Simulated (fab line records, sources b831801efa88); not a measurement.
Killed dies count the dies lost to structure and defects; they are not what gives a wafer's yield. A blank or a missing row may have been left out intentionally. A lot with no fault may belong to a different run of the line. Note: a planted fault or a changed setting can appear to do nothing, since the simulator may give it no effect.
A lot that was struck, set against a sound lot :: flow sky130 :: 21 steps out of a route of 708
Sound: wafers L625.1, L625.4, L625.5. Wafers struck: L630.1, L630.2, L630.4. The cause comes at the end.
At each step with rows: each side's tool, then ch and its chambers, then its first start. Under that, the readings that differ: sound wafers :: struck wafers :: difference of the means :: sigmas: that difference in standard deviations of wafers without a fault.
alike: readings whose means differ by less than 2 such deviations, and words and numbers that are the same on both sides. not compared: withheld readings, readings that some wafer has no value for, bounds like >300 that may hide the same value, and numbers for which the record gives no deviation and whose values overlap.
The two part at a step that has a row with sigmas, a row that says differs or no value, or rows on one side only. Numbers that have no deviation but don't overlap get no sigmas and don't part them. A reading that every wafer of one side lacks parts them only if that side has two wafers or more.

first, 1 step without rows for these wafers: SKY_RES_XHIGH_IMPLANT_07.
SKY_RES_XHIGH_STRIP_08: strips in O2/N2.
  sound on plasma_asher-01 ch 0,1, day 30 17:52; struck on plasma_asher-04 ch 0,1, day 32 15:31
reading: drypump_motor_current_A (A)
sound: 6.5 6.4 6.5
struck: 5.5 5.6 5.6
difference: -0.9
sigmas: -2
  alike: chamber_pressure_mTorr, n2_flow_sccm, oes_product_au, strip_time_to_endpoint_s
  not compared: rf_hours_counter_h
SKY_RES_XHIGH_TW_MEAS_09:
  sound on film_metro-02, day 30 17:58; struck on film_metro-02, day 32 15:37
  alike: RES_XHIGH_TW
then, 7 steps without rows for these wafers: SKY_SD_N_DEHYDRATE_00 (time 60 s); SKY_SD_N_HMDS_01 (prime time 60 s); SKY_SD_N_COAT_02 (resist thk 1140 nm); SKY_SD_N_SOFTBAKE_03 (time 60 s); SKY_SD_N_EXPOSE_04 (exposes mask NSDM, target cd 380 nm); SKY_SD_N_PEB_05; SKY_SD_N_DEVELOP_06 (develop time 60 s).
SKY_SD_N_CD_MEAS_07: the cd target is 380 nm.
  sound on cd_sem-02, day 31 21:26; struck on cd_sem-02, day 33 18:44
  alike: cd_nm
SKY_SD_N_OVL_MEAS_08:
  sound on overlay-01, day 31 21:34; struck on overlay-02, day 33 18:52
  alike: SD_N_OVL
SKY_SD_N_IMPLANT_09:
  sound on implanter-02 ch 0, day 31 21:35; struck on implanter-02 ch 0, day 33 18:53
reading: beam_energy_keV
sound: 49.987 49.997 50.001
struck: 51.256 51.277 51.271
difference: +1.273
sigmas: +67

reading: model.implant.drp_nm (nm)
sound: 14.11 14.11 14.11
struck: 14.38 14.38 14.38
difference: +0.27
sigmas: 
after that, 1 step had no rows for these wafers: SKY_SD_N_IMPLANT_10.
SKY_SD_N_STRIP_11: strips in O2/N2.
  sound on plasma_asher-01 ch 0,1, day 31 21:53; struck on plasma_asher-04 ch 0,1, day 33 19:11
reading: strip_time_to_endpoint_s (s)
sound: 22.53 22.55 22.52
struck: 22.78 22.76 22.76
difference: +0.23
sigmas: +6
  alike: chamber_pressure_mTorr, drypump_motor_current_A, n2_flow_sccm, oes_product_au
  not compared: rf_hours_counter_h
SKY_SD_N_TW_MEAS_12:
  sound on film_metro-04, day 31 21:59; struck on film_metro-03, day 33 19:17
  alike: SD_N_TW
then, 1 step without rows for these wafers: SKY_SD_N_CLEAN_13 (cleans in SC1/SC2, time 150 s).
SKY_SD_N_RTA_14: time 2 s.
  sound on rtp_anneal-02 ch 0, day 31 22:06; struck on rtp_anneal-02 ch 0, day 33 19:24
  alike: lamp_power_pct, wafer_temp_C_max
SKY_SD_N_RS_MEAS_16: measures by four-point-probe.
  sound on film_metro-04, day 31 22:17; struck on film_metro-04, day 33 19:35
reading: SD_N_RS (ohm/sq)
sound: 68.61 68.66 68.63
struck: 67.70 67.71 67.46
difference: -1.01
sigmas: -9
SKY_SD_N_RS_MEAS_17: measures by four-point-probe.
  sound on film_metro-04, day 31 22:24; struck on film_metro-04, day 33 19:42
  alike: SD_P_RS
-- the record jumps here: 16 days lie between the struck wafers' starts before and after (it left off in module SD_N and takes up again in module PAD_OPEN, whose first step shown is number 708 of the route) --
SKY_PAD_OPEN_PROBE_99:
  sound on prober-01, day 48 22:39; struck on prober-02, day 50 07:10
  alike: killed_at_M0_to_M3, killed_at_M4_up, killed_at_contacts, killed_at_front_end, killed_at_other, killed_dies, killed_open, killed_short

## WHERE THEY PART
First at SKY_RES_XHIGH_STRIP_08; last, within this record, at SKY_SD_N_RS_MEAS_16. Later steps at which nothing parts them and some readings are alike: SKY_SD_N_RS_MEAS_17, SKY_PAD_OPEN_PROBE_99.

WHY: what had been put in by the simulator
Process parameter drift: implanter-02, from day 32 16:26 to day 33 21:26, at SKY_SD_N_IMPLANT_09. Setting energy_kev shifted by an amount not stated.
